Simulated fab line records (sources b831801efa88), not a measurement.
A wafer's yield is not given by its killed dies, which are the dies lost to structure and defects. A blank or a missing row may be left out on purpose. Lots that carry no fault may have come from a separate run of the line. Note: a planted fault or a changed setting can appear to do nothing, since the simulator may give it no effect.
Which of the tools did it? | flow sky130 | 6 lots, 18 wafers sampled, at 2 steps of a route of 708

## WHAT THE GAUGES READ, wafer by wafer
SKY_VT_ADJUST_NCORE_CD_MEAS_07 targets a cd of 380 nm.
lot  | measured     | on       | cdNm (nm)
L230 | day 9 19:40  | cdSem-01 | 381.3 380.8 380.2
L232 | day 10 03:16 | cdSem-01 | - - -
L238 | day 12 04:56 | cdSem-02 | 374.2 374.8 375.8
L242 | day 13 07:59 | cdSem-02 | 381.8 380.7 380.6
L245 | day 14 15:52 | cdSem-01 | 378.9 378.6 380.1
L247 | day 14 14:04 | cdSem-01 | 383.7 383.8 386.0

## TOOL THAT RAN EACH LOT (tool first, then ch and the chambers of the sampled wafers, then the start)
lot  | SKY_VT_ADJUST_NCORE_EXPOSE_04
L230 | ilineStepper-01 ch 0, day 9 08:55
L232 | ilineStepper-02 ch 0, day 9 15:44
L238 | ilineStepper-01 ch 0, day 11 16:31
L242 | ilineStepper-02 ch 0, day 12 19:22
L245 | ilineStepper-02 ch 0, day 14 04:08
L247 | ilineStepper-01 ch 0, day 14 01:37
- SKY_VT_ADJUST_NCORE_EXPOSE_04: exposes mask LVTN COMPLEMENT THIN, target cd 380 nm.

## THE ANSWER, worked out from the rows above alone
Rule: the lots themselves supply what counts as usual. Put in order of their means at a reading, lots are off if they are a third of the lots or fewer, leave a main group of 4 or more, and stand apart from it by a gap of 3 or more times the standard deviation of the main group's means; of several such gaps the widest counts. Not used: any main group whose means are identical at the precision the tables above print for the reading. A lot without any number at a reading at which 4 lots or more have one is off too. All remaining lots with rows at the step are treated as sound.
Off: L232, at SKY_VT_ADJUST_NCORE_CD_MEAS_07 (cdNm). Without a number there: L232. The main group: mean 380.1 nm, standard deviation 3.1.
If a tool, at a process step before that reading, ran all the lots that are off and no sound lot after the first of them, it fits. Those tools and the gauges at SKY_VT_ADJUST_NCORE_CD_MEAS_07 are tried in the same way. Of those tried, none fits.

## WHAT WAS PUT IN BY THE SIMULATOR
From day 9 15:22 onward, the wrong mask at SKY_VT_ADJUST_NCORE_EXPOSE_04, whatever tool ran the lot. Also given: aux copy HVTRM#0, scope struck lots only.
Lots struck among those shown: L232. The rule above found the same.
